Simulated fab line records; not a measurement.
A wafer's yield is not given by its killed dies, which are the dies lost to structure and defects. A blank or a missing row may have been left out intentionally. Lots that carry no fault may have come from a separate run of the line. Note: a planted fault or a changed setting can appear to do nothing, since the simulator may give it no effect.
What tool caused it? + flow gf180mcu + 6 lots with 18 wafers sampled at 2 steps, on a route of 602 steps

WHAT EACH GAUGE READ, for each wafer
GF_HV_LDD_OVL_MEAS_08.
| lot  | measured     | on         | HV_LDD_OVL (nm) |
|------|--------------|------------|-----------------|
| L584 | day 10 06:05 | overlay-02 | -1.0 1.0 -0.8   |
| L586 | day 10 23:30 | overlay-02 | -1.3 -1.4 -0.4  |
| L590 | day 12 01:53 | overlay-02 | 0.0 -0.9 0.8    |
| L598 | day 14 18:59 | overlay-01 | 0.7 1.9 1.9     |
| L600 | day 15 04:34 | overlay-02 | -1.5 -1.4 -0.6  |
| L606 | day 17 02:36 | overlay-02 | -2.6 -1.4 -1.1  |

EACH LOT AND THE TOOL THAT RAN IT (in order: tool; ch and the chambers of the sampled wafers; start)
| lot  | GF_POLY_GATE_ETCH_12               |
|------|------------------------------------|
| L584 | rie_diel-04 ch 0,2,3, day 9 10:25  |
| L586 | rie_diel-03 ch 0,2,3, day 10 03:17 |
| L590 | rie_diel-02 ch 1,2,3, day 11 05:19 |
| L598 | rie_diel-04 ch 0,1,2, day 13 20:33 |
| L600 | rie_diel-02 ch 1,3, day 14 05:36   |
| L606 | rie_diel-02 ch 0,1,3, day 16 02:24 |
- GF_POLY_GATE_ETCH_12: etches BARC in N2/H2.

THE ANSWER, worked out from the rows above alone
Rule: the lots themselves supply what counts as usual. Put in order of their means at a reading, lots are off if they are a third of the lots or fewer, leave a main group of 4 or more, and stand apart from it by a gap of 3 or more times the standard deviation of the main group's means; of several such gaps the widest counts. A main group is skipped when, at the precision printed for the reading in the tables above, its means are all equal. A lot without any number at a reading at which 4 lots or more have one is off too. The other lots that the step has rows for count as sound.
Nothing can be told from this: no lot is off at any reading shown.

WHAT WAS PUT IN BY THE SIMULATOR
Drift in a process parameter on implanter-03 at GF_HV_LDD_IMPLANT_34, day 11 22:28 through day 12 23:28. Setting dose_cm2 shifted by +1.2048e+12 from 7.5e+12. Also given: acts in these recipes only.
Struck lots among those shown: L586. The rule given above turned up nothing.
